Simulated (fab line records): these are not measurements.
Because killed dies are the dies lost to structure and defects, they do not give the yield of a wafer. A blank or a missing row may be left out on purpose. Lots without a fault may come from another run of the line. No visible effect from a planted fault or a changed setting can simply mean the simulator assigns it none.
Which of the tools did it? + flow sky130 + 24 lots, 72 wafers sampled, at 5 steps of a route of 708

## WHAT EACH GAUGE READ, for each wafer
SKY_FIELD_ISO_CD_MEAS_13: the cd target is 150 nm.
| lot  | measured    | on        | cd_nm (nm)        |
|------|-------------|-----------|-------------------|
| L074 | day 2 03:43 | cd_sem-01 | 149.7 150.1 149.7 |
| L075 | day 2 09:54 | cd_sem-02 | 148.3 147.4 148.0 |
| L076 | day 2 15:56 | cd_sem-01 | 151.3 151.1 150.4 |
| L077 | day 2 19:19 | cd_sem-02 | 147.7 148.4 149.9 |
| L078 | day 3 03:22 | cd_sem-02 | 150.8 150.8 150.1 |
| L079 | day 3 07:19 | cd_sem-02 | 148.8 149.4 148.9 |
| L080 | day 3 13:23 | cd_sem-02 | 146.6 147.6 148.9 |
| L081 | day 3 17:30 | cd_sem-01 | 147.0 149.1 146.6 |
| L082 | day 3 22:21 | cd_sem-01 | 149.8 149.6 148.8 |
| L083 | day 4 02:28 | cd_sem-01 | 148.1 149.2 148.2 |
| L084 | day 4 10:00 | cd_sem-02 | 152.9 152.9 151.5 |
| L085 | day 4 13:17 | cd_sem-01 | 150.9 149.6 150.6 |
| L086 | day 4 21:59 | cd_sem-02 | 151.7 150.7 150.7 |
| L087 | day 5 00:32 | cd_sem-01 | 148.9 149.2 149.5 |
| L088 | day 5 05:55 | cd_sem-02 | 149.2 150.5 149.9 |
| L089 | day 5 09:52 | cd_sem-01 | 148.5 150.2 149.2 |
| L090 | day 5 16:20 | cd_sem-01 | 150.1 152.1 149.2 |
| L091 | day 5 20:13 | cd_sem-01 | 148.7 147.6 148.5 |
| L092 | day 6 00:38 | cd_sem-02 | 149.3 149.5 148.3 |
| L093 | day 6 08:56 | cd_sem-01 | 151.3 153.1 152.2 |
| L094 | day 6 12:11 | cd_sem-02 | 150.5 151.5 151.7 |
| L095 | day 6 17:09 | cd_sem-02 | 149.9 150.3 150.5 |
| L096 | day 6 23:22 | cd_sem-02 | 148.6 147.2 149.4 |
| L097 | day 7 06:22 | cd_sem-01 | 149.4 149.6 148.1 |

SKY_VIA2_BOW_MEAS_03.
| lot  | measured     | on            | VIA2_BOW (um) |
|------|--------------|---------------|---------------|
| L074 | day 34 22:36 | film_metro-04 | 84 90 82      |
| L075 | day 35 08:07 | film_metro-01 | 87 82 96      |
| L076 | day 36 00:55 | film_metro-01 | 83 89 89      |
| L077 | day 36 02:26 | film_metro-02 | 82 93 72      |
| L078 | day 36 11:20 | film_metro-04 | 86 90 88      |
| L079 | day 36 22:14 | film_metro-02 | 89 100 87     |
| L080 | day 37 08:57 | film_metro-04 | 86 83 77      |
| L081 | day 37 16:31 | film_metro-04 | 83 79 96      |
| L082 | day 37 21:58 | film_metro-01 | 86 86 82      |
| L083 | day 38 01:17 | film_metro-01 | 91 80 82      |
| L084 | day 38 13:28 | film_metro-04 | 87 83 85      |
| L085 | day 38 22:37 | film_metro-02 | 91 94 91      |
| L086 | day 39 05:38 | film_metro-04 | 99 90 94      |
| L087 | day 39 05:51 | film_metro-01 | 89 105 95     |
| L088 | day 39 18:11 | film_metro-04 | 89 83 95      |
| L089 | day 39 21:43 | film_metro-02 | 88 96 85      |
| L090 | day 40 02:39 | film_metro-01 | 90 100 97     |
| L091 | day 40 13:06 | film_metro-01 | 81 80 70      |
| L092 | day 40 17:52 | film_metro-02 | 87 96 83      |
| L093 | day 41 02:53 | film_metro-02 | 101 96 89     |
| L094 | day 41 07:44 | film_metro-02 | 79 96 80      |
| L095 | day 41 22:56 | film_metro-01 | 71 71 90      |
| L096 | day 42 02:13 | film_metro-01 | 85 80 81      |
| L097 | day 42 07:29 | film_metro-02 | 82 88 82      |

SKY_VIA4_RS_MEAS_19: the measuring method here is four-point-probe.
| lot  | measured     | on            | VIA4_W_RS (ohm/sq) |
|------|--------------|---------------|--------------------|
| L074 | day 42 16:19 | film_metro-02 | 0.224 0.223 0.226  |
| L075 | day 42 22:53 | film_metro-04 | 0.231 0.229 0.231  |
| L076 | day 43 14:34 | film_metro-04 | 0.227 0.228 0.230  |
| L077 | day 43 16:03 | film_metro-01 | 0.228 0.227 0.226  |
| L078 | day 43 22:11 | film_metro-04 | 0.227 0.227 0.229  |
| L079 | day 44 06:25 | film_metro-01 | 0.233 0.231 0.229  |
| L080 | day 44 18:11 | film_metro-02 | 0.224 0.223 0.225  |
| L081 | day 45 00:58 | film_metro-02 | 0.227 0.231 0.230  |
| L082 | day 45 04:55 | film_metro-02 | 0.227 0.228 0.229  |
| L083 | day 45 08:34 | film_metro-04 | 0.227 0.226 0.226  |
| L084 | day 45 16:38 | film_metro-02 | 0.231 0.227 0.229  |
| L085 | day 45 23:21 | film_metro-04 | 0.228 0.227 0.229  |
| L086 | day 46 07:16 | film_metro-04 | 0.233 0.231 0.226  |
| L087 | day 46 08:22 | film_metro-02 | 0.228 0.230 0.227  |
| L088 | day 46 17:38 | film_metro-02 | 0.214 0.213 0.225  |
| L089 | day 46 20:31 | film_metro-01 | 0.233 0.230 0.230  |
| L090 | day 47 01:11 | film_metro-01 | 0.231 0.226 0.227  |
| L091 | day 47 10:11 | film_metro-04 | 0.225 0.213 0.224  |
| L092 | day 47 13:00 | film_metro-02 | 0.215 0.213 0.226  |
| L093 | day 47 21:55 | film_metro-04 | 0.227 0.213 0.226  |
| L094 | day 48 01:48 | film_metro-01 | 0.212 0.214 0.213  |
| L095 | day 48 12:04 | film_metro-01 | 0.231 0.230 0.229  |
| L096 | day 48 14:47 | film_metro-01 | 0.214 0.228 0.214  |
| L097 | day 48 19:10 | film_metro-01 | 0.229 0.215 0.227  |

## WHAT TOOL EACH LOT RAN ON (gives the tool, then ch and the chambers of the sampled wafers, and finally the start)
| lot  | SKY_PWDE_STRIP_09                   | SKY_METAL1_SPUTTER_03        |
|------|-------------------------------------|------------------------------|
| L074 | plasma_asher-02 ch 0,1, day 3 18:39 | pvd_sputter-04, day 31 10:34 |
| L075 | plasma_asher-03 ch 0,1, day 4 00:44 | pvd_sputter-04, day 31 18:55 |
| L076 | plasma_asher-01 ch 0,1, day 4 07:07 | pvd_sputter-03, day 32 12:56 |
| L077 | plasma_asher-02 ch 0,1, day 4 11:17 | pvd_sputter-04, day 32 14:00 |
| L078 | plasma_asher-03 ch 0,1, day 4 18:22 | pvd_sputter-02, day 32 23:10 |
| L079 | plasma_asher-02 ch 0,1, day 4 23:28 | pvd_sputter-03, day 33 10:52 |
| L080 | plasma_asher-03 ch 0,1, day 5 06:34 | pvd_sputter-02, day 33 20:38 |
| L081 | plasma_asher-01 ch 0,1, day 5 12:50 | pvd_sputter-03, day 34 04:02 |
| L082 | plasma_asher-01 ch 0,1, day 5 17:16 | pvd_sputter-02, day 34 10:45 |
| L083 | plasma_asher-03 ch 0,1, day 5 21:54 | pvd_sputter-02, day 34 13:56 |
| L084 | plasma_asher-01 ch 0,1, day 6 05:22 | pvd_sputter-04, day 35 00:52 |
| L085 | plasma_asher-03 ch 0,1, day 6 09:52 | pvd_sputter-03, day 35 10:27 |
| L086 | plasma_asher-01 ch 0,1, day 6 15:45 | pvd_sputter-04, day 35 19:09 |
| L087 | plasma_asher-01 ch 0,1, day 6 19:32 | pvd_sputter-02, day 35 20:02 |
| L088 | plasma_asher-02 ch 0,1, day 7 01:35 | pvd_sputter-02, day 36 10:07 |
| L089 | plasma_asher-02 ch 0,1, day 7 05:55 | pvd_sputter-03, day 36 13:15 |
| L090 | plasma_asher-02 ch 0,1, day 7 13:45 | pvd_sputter-04, day 36 16:40 |
| L091 | plasma_asher-03 ch 0,1, day 7 19:23 | pvd_sputter-04, day 37 04:42 |
| L092 | plasma_asher-02 ch 0,1, day 8 00:13 | pvd_sputter-03, day 37 10:34 |
| L093 | plasma_asher-03 ch 0,1, day 8 07:38 | pvd_sputter-03, day 37 19:28 |
| L094 | plasma_asher-02 ch 0,1, day 8 13:05 | pvd_sputter-04, day 37 23:47 |
| L095 | plasma_asher-02 ch 0,1, day 8 16:48 | pvd_sputter-02, day 38 16:57 |
| L096 | plasma_asher-02 ch 0,1, day 8 21:29 | pvd_sputter-03, day 38 20:34 |
| L097 | plasma_asher-03 ch 0,1, day 9 11:06 | pvd_sputter-03, day 39 03:48 |
- SKY_PWDE_STRIP_09: strips in O2/N2.
- SKY_METAL1_SPUTTER_03: material Ti, target thk 5 nm, time 3.3 s.

## AS READ BY THE TOOLS THEMSELVES (means over the sampled wafers that have a number; for cases with no such wafer, the mark the record gives instead)
SKY_PWDE_STRIP_09.
| lot  | tool            | chamber_pressure_mTorr (mTorr) | drypump_motor_current_A (A) | oes_product_au (a.u.) | strip_time_to_endpoint_s (s) |
|------|-----------------|--------------------------------|-----------------------------|-----------------------|------------------------------|
| L074 | plasma_asher-02 | 1500.6                         | 5.6                         | 0.724                 | 36.90                        |
| L075 | plasma_asher-03 | 1499.6                         | 5.9                         | 0.725                 | 36.80                        |
| L076 | plasma_asher-01 | 1499.9                         | 5.8                         | 0.718                 | 36.95                        |
| L077 | plasma_asher-02 | 1501.3                         | 5.6                         | 0.721                 | 36.75                        |
| L078 | plasma_asher-03 | 1500.1                         | 5.8                         | 0.723                 | 36.75                        |
| L079 | plasma_asher-02 | 1500.2                         | 5.6                         | 0.716                 | 36.98                        |
| L080 | plasma_asher-03 | 1500.5                         | 5.6                         | 0.724                 | 36.76                        |
| L081 | plasma_asher-01 | 1498.9                         | 5.7                         | 0.719                 | 37.02                        |
| L082 | plasma_asher-01 | 1498.9                         | 5.5                         | 0.720                 | 36.79                        |
| L083 | plasma_asher-03 | 1500.1                         | 5.6                         | 0.724                 | 36.81                        |
| L084 | plasma_asher-01 | 1500.0                         | 5.8                         | 0.723                 | 36.98                        |
| L085 | plasma_asher-03 | 1500.0                         | 5.8                         | 0.717                 | 37.11                        |
| L086 | plasma_asher-01 | 1500.1                         | 5.8                         | 0.724                 | 36.86                        |
| L087 | plasma_asher-01 | 1499.1                         | 5.8                         | 0.724                 | 36.88                        |
| L088 | plasma_asher-02 | 1500.0                         | 5.2                         | 0.724                 | 37.06                        |
| L089 | plasma_asher-02 | 1500.5                         | 5.6                         | 0.725                 | 36.85                        |
| L090 | plasma_asher-02 | 1500.0                         | 5.6                         | 0.717                 | 36.82                        |
| L091 | plasma_asher-03 | 1500.8                         | 5.6                         | 0.724                 | 36.98                        |
| L092 | plasma_asher-02 | 1499.9                         | 5.2                         | 0.718                 | 36.89                        |
| L093 | plasma_asher-03 | 1499.6                         | 5.9                         | 0.722                 | 36.91                        |
| L094 | plasma_asher-02 | 1500.0                         | 5.6                         | 0.722                 | 36.95                        |
| L095 | plasma_asher-02 | 1500.5                         | 5.6                         | 0.727                 | 36.86                        |
| L096 | plasma_asher-02 | 1499.3                         | 5.6                         | 0.723                 | 36.72                        |
| L097 | plasma_asher-03 | 1500.7                         | 5.8                         | 0.718                 | 36.98                        |

SKY_METAL1_SPUTTER_03.
| lot  | tool           | throttle_valve_pct (%) |
|------|----------------|------------------------|
| L074 | pvd_sputter-04 | 29.9                   |
| L075 | pvd_sputter-04 | 29.2                   |
| L076 | pvd_sputter-03 | 29.2                   |
| L077 | pvd_sputter-04 | 29.2                   |
| L078 | pvd_sputter-02 | 29.8                   |
| L079 | pvd_sputter-03 | 29.6                   |
| L080 | pvd_sputter-02 | 30.2                   |
| L081 | pvd_sputter-03 | 29.9                   |
| L082 | pvd_sputter-02 | 29.8                   |
| L083 | pvd_sputter-02 | 30.5                   |
| L084 | pvd_sputter-04 | 29.5                   |
| L085 | pvd_sputter-03 | 29.3                   |
| L086 | pvd_sputter-04 | 30.0                   |
| L087 | pvd_sputter-02 | 30.5                   |
| L088 | pvd_sputter-02 | 30.0                   |
| L089 | pvd_sputter-03 | 29.8                   |
| L090 | pvd_sputter-04 | 29.3                   |
| L091 | pvd_sputter-04 | 29.4                   |
| L092 | pvd_sputter-03 | 29.2                   |
| L093 | pvd_sputter-03 | 29.5                   |
| L094 | pvd_sputter-04 | 30.2                   |
| L095 | pvd_sputter-02 | 29.3                   |
| L096 | pvd_sputter-03 | 29.0                   |
| L097 | pvd_sputter-03 | 29.5                   |

## THE ANSWER, worked out from the rows above alone
Rule: what is usual is taken from the lots themselves. Put in order of their means at a reading, lots are off if they are a third of the lots or fewer, leave a main group of 4 or more, and stand apart from it by a gap of 3 or more times the standard deviation of the main group's means; of several such gaps the widest counts. If all means in a main group match to the digits the tables above print for the reading, that group is not used. A lot without any number at a reading at which 4 lots or more have one is off too. Where the step has rows for the other lots, those lots are counted as sound. Order of review: gauges by route order, followed by the tools' own readings, for which a lot's mean as printed above is used. At the first step where some lot is off, the reading lying furthest off is the one used; lots without a number count as furthest.
Across all readings shown, no lot is off: no conclusion can be drawn from this.

## WHAT THE SIMULATOR HAD PUT IN
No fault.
